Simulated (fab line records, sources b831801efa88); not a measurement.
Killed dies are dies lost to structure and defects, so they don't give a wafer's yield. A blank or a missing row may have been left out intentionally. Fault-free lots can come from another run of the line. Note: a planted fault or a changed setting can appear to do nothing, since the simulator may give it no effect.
The tool behind it: which one?    flow sky130    Sampling: 11 lots, 33 wafers, 3 of 708 route steps

WHAT EACH GAUGE READ, for each wafer
SKY_SONOS_TUNNEL_CD_MEAS_07 targets a cd of 410 nm.
lot   measured      on         cd nm (nm)
L464  day 11 10:13  cd sem-01  412.8 412.7 412.5
L465  day 11 22:35  cd sem-02  409.2 412.2 410.0
L466  day 12 04:07  cd sem-01  411.8 413.3 413.4
L467  day 12 14:03  cd sem-02  410.4 407.8 408.5
L468  day 12 18:29  cd sem-02  411.6 408.0 411.1
L469  day 13 05:55  cd sem-01  - - -
L474  day 15 00:35  cd sem-01  410.6 410.7 410.5
L479  day 16 13:39  cd sem-02  410.3 409.2 408.9
L480  day 16 17:30  cd sem-02  409.3 408.8 410.4
L483  day 17 18:44  cd sem-02  408.7 409.1 408.6
L486  day 19 04:17  cd sem-02  412.8 412.2 410.0

WHAT TOOL EACH LOT RAN ON (gives the tool, then ch and the chambers of the sampled wafers, and finally the start)
lot   SKY_VT_ADJUST_PCH_STRIP_09            SKY_SONOS_TUNNEL_EXPOSE_04
L464  plasma asher-01 ch 0,1, day 10 12:08  iline stepper-01 ch 0, day 10 23:25
L465  plasma asher-02 ch 0,1, day 10 23:43  iline stepper-01 ch 0, day 11 11:06
L466  plasma asher-02 ch 0,1, day 11 03:52  iline stepper-02 ch 0, day 11 16:00
L467  plasma asher-02 ch 0,1, day 11 14:17  iline stepper-01 ch 0, day 12 02:20
L468  plasma asher-01 ch 0,1, day 11 18:14  iline stepper-01 ch 0, day 12 06:09
L469  plasma asher-01 ch 0,1, day 12 05:16  iline stepper-01 ch 0, day 12 17:27
L474  plasma asher-02 ch 0,1, day 13 22:37  iline stepper-01 ch 0, day 14 11:38
L479  plasma asher-02 ch 0,1, day 15 09:59  iline stepper-01 ch 0, day 15 23:47
L480  plasma asher-04 ch 0,1, day 15 13:50  iline stepper-01 ch 0, day 16 03:48
L483  plasma asher-01 ch 0,1, day 16 16:11  iline stepper-02 ch 0, day 17 05:18
L486  plasma asher-02 ch 0,1, day 17 21:44  iline stepper-01 ch 0, day 18 12:52
- SKY_VT_ADJUST_PCH_STRIP_09: strips in O2/N2.
- SKY_SONOS_TUNNEL_EXPOSE_04: exposes mask TUNM, target cd 410 nm.

THE ANSWER, worked out from the rows above alone
Rule: what is usual is taken from the lots themselves. Put in order of their means at a reading, lots are off if they are a third of the lots or fewer, leave a main group of 4 or more, and stand apart from it by a gap of 3 or more times the standard deviation of the main group's means; of several such gaps the widest counts. The tables above print the reading to a certain number of digits; a main group whose means all agree to those digits is not used. A lot without any number at a reading at which 4 lots or more have one is off too. Where the step has rows for the other lots, those lots are counted as sound.
Off: L469, at SKY_SONOS_TUNNEL_CD_MEAS_07 (cd nm). Without a number there: L469. The main group has a mean of 410.5 nm with a standard deviation of 1.4.
If a tool, at a process step before that reading, ran all the lots that are off and no sound lot after the first of them, it fits. The gauges at SKY_SONOS_TUNNEL_CD_MEAS_07 are tried like those tools. No candidate that was tried fits.

WHAT HAD BEEN PUT IN BY THE SIMULATOR
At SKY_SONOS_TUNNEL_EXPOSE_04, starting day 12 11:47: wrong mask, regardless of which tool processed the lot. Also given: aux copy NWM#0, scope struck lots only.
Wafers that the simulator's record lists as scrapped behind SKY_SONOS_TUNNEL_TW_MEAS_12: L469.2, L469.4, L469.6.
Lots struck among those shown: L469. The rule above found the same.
